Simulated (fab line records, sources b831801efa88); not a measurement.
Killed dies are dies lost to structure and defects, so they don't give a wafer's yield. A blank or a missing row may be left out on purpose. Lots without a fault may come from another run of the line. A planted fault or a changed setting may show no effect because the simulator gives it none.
Problem report in the 8D (eight disciplines) form, filled by code | flow sky130 | the parts of the form that need people (team, actions taken, sign-off) are left out

1. THE PROBLEM
RES_XHIGH_TW at SKY_RES_XHIGH_TW_MEAS_09 reads a mean of 1485 on 2 wafers of 2 lots; wafers without a fault read 1628 with a standard deviation of 19. That is -7.5 standard deviations from the usual mean.
First seen on wafer L132.5, day 30 18:10, on film_metro-01. The record holds 36 wafers of 12 lots with a number at this step. Rule for "out", or "out of limits": more than 4 standard deviations from the usual mean. The other wafers with a number count as sound.

2. WHAT IT IS AND WHAT IT IS NOT
question                    | is                | is not
which readings at this step | RES_XHIGH_TW      | -
which lots                  | L132, L136        | L124, L129, L133, L139, L141, L143, L144, L145, L146, L147
which wafers of those lots  | L132.5, L136.2    | L132.3, L132.4, L136.1, L136.6
read on which gauges        | film_metro-01     | film_metro-02, film_metro-04
when                        | from day 30 18:10 | up to then (11 sound wafers); but 23 sound wafers of L136, L139, L141, L143, L144, L145, L146, L147 came after

3. SUSPECTS, AND WHAT RULES EACH OUT
Counting: a tool at a process step up to the reading stays a suspect if it ran every lot that is out. Sound lots after the first of them don't rule it out here, since some wafers of a struck lot are sound.
- the gauge at SKY_RES_XHIGH_TW_MEAS_09: ruled out. All the wafers that are out were read on film_metro-01, but those of them that SKY_SD_N_RS_MEAS_18 has rows for are out there too, on other tools.
- implanter-03 at SKY_RES_XHIGH_IMPLANT_07: kept. It ran every lot that is out, first L132 (day 30 17:57); its last sound lot up to then is L129 (day 28 10:28).
Left after counting: implanter-03 at SKY_RES_XHIGH_IMPLANT_07.

4. THE CAUSE (what the simulator had put in)
Process parameter drift: implanter-03, from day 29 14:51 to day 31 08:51, at SKY_RES_XHIGH_IMPLANT_07. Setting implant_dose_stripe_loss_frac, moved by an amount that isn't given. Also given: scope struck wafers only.
Counting left only this tool.

5. THE CHAIN OF EFFECTS, in route order
Each row: a reading whose mean over the struck wafers that have a number lies more than 3 standard deviations from the usual. Only readings for which the record gives a usual standard deviation are gone through. hours: the time from each lot's start at the first step in this table that gives one to its start at this step, as a median over the lots. sigmas: the change in usual standard deviations.
hours | step                     | reading      | usual        | on struck wafers | change | sigmas
0     | SKY_RES_XHIGH_TW_MEAS_09 | RES_XHIGH_TW | 1628         | 1485             | -143   | -7.5
29    | SKY_SD_N_RS_MEAS_18      | RES_XHIGH_RS | 333.2 ohm/sq | 419.4            | +86.2  | +78

6. WHAT WOULD HAVE CAUGHT IT SOONER
In this record the first reading out of limits at a measuring or inspecting step was taken at day 30 18:10, 27 hours after the fault began at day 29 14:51.
Of the tool readings at SKY_RES_XHIGH_IMPLANT_07 for which the record gives a usual standard deviation, none was out on any struck wafer, so an alarm limit of 4 standard deviations on them would not have fired.
Of the lots that are out (2), L136 began SKY_RES_XHIGH_IMPLANT_07 on implanter-03 after day 30 18:10. A hold on the tool at that time would have spared it.
